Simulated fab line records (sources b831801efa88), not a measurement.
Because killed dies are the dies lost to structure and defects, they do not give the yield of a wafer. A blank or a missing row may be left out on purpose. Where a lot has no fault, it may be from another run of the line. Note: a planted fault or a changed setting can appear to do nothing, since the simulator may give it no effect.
A struck lot beside a sound one ; flow sky130 ; 15 out of 708 route steps
Sound: wafers L734.2, L734.3, L734.6. Struck: wafers L742.1, L742.2, L742.3. Last of all comes the cause.
Per side, at each step with rows, come the tool, then ch with its chambers, and then its first start. Under that, the readings that differ: sound wafers ; struck wafers ; difference of the means ; sigmas: that difference in standard deviations of wafers without a fault.
alike: words and numbers the same on both sides, and readings whose means are apart by under 2 such deviations; not compared: readings that were withheld, readings missing a value for some wafer, numbers with overlapping values and no deviation given by the record, and bounds like >300 which may hide the same value.
A row with sigmas, a row that says differs or no value, or rows on one side alone: a step with any of these is where the two part. Non-overlapping numbers with no deviation appear without sigmas and do not part them. Lack of a reading on every wafer of one side parts them only where that side has two or more wafers.

first, 7 steps without rows for these wafers: SKY_METAL4_HMDS_06 (prime time 60 s); SKY_METAL4_COAT_07 (resist thk 59.37 nm); SKY_METAL4_COAT_08 (resist thk 1140 nm); SKY_METAL4_SOFTBAKE_09 (time 90 s); SKY_METAL4_EXPOSE_10 (exposes mask MM4, target cd 300 nm); SKY_METAL4_PEB_11; SKY_METAL4_DEVELOP_12 (develop time 60 s).
SKY_METAL4_CD_MEAS_13: target cd 300 nm.
  struck on cd-sem-01, day 44 17:17; sound on cd-sem-01, day 42 03:25
  alike: cd-nm
SKY_METAL4_OVL_MEAS_14:
  struck on overlay-02, day 44 17:24; sound on overlay-01, day 42 03:31
  alike: METAL4_OVL
SKY_METAL4_DESCUM_15: chemistry O2, time 8 s.
  sound on rie-metal-03 ch 1, day 42 03:33; struck on rie-metal-03 ch 0,1, day 44 17:26
reading;sound;struck;difference;sigmas
oes-product-au (a.u.);1.019 1.019 1.023;1.001 1.005 1.001;-0.018;-2
  alike: drypump-motor-current-A
  not compared: rf-hours-counter-h
SKY_METAL4_ETCH_16: etches BARC in N2/H2, stops on SiO2, time 88.2 s, target depth 60 nm.
  sound on rie-metal-03 ch 1, day 42 03:35; struck on rie-metal-03 ch 0,1, day 44 17:28
  alike: bias-w, chamber-pressure-mTorr, drypump-motor-current-A, oes-product-au, throttle-valve-pct
  not compared: rf-hours-counter-h
SKY_METAL4_ETCH_17: etches SiO2 in C4F8/O2/Ar, stops on TiN, time 3.9 s, target depth 15 nm.
  sound on rie-diel-03 ch 2,3, day 42 03:41; struck on rie-diel-04 ch 0,1,2, day 44 17:34
  alike: bias-w, chamber-pressure-mTorr, oes-product-au
  not compared: rf-hours-counter-h
SKY_METAL4_METAL_ETCH_18: etches the open film in Cl2/BCl3, stops on SiO2, target depth 845 nm, time 183.1 s.
  sound on rie-metal-04 ch 0,1, day 42 03:42; struck on rie-metal-04 ch 0,1, day 44 17:35
  no value came back on the struck wafers for any of 6 readings (bcl3-flow-sccm (sccm), bias-w (W) and others); on the sound wafers bcl3-flow-sccm (sccm) reads 29.99 29.87 30.10
reading;sound;struck;difference;sigmas
model.KrF-thick_of_METAL4_COAT_08.thk-nm (nm);510.2 525.4 514.5;1078 1077 1078;+561;
model.SiO2_of_VIA3_HDPCVD_00.thk-nm (nm);435 436 435.2;460.3 459.9 460.2;+24.7;
  not compared: rf-hours-counter-h
SKY_METAL4_STRIP_19: strips in O2/N2.
  sound on plasma-asher-03 ch 0,1, day 42 03:52; struck on plasma-asher-02 ch 0,1, day 44 17:46
reading;sound;struck;difference;sigmas
oes-product-au (a.u.);0.493 0.496 0.494;0.714 0.714 0.708;+0.218;+40
strip-time-to-endpoint-s (s);6.35 6.51 6.40;11.86 11.86 11.88;+5.45;+86
  alike: drypump-motor-current-A
  not compared: rf-hours-counter-h
then, 1 step without rows for these wafers: SKY_METAL4_STRIP_20 (strips in post etch residue remover, time 1200 s).

WHERE THEY PART
Earliest at SKY_METAL4_DESCUM_15; latest, in this record, at SKY_METAL4_STRIP_19.

WHY: the cause the simulator had injected
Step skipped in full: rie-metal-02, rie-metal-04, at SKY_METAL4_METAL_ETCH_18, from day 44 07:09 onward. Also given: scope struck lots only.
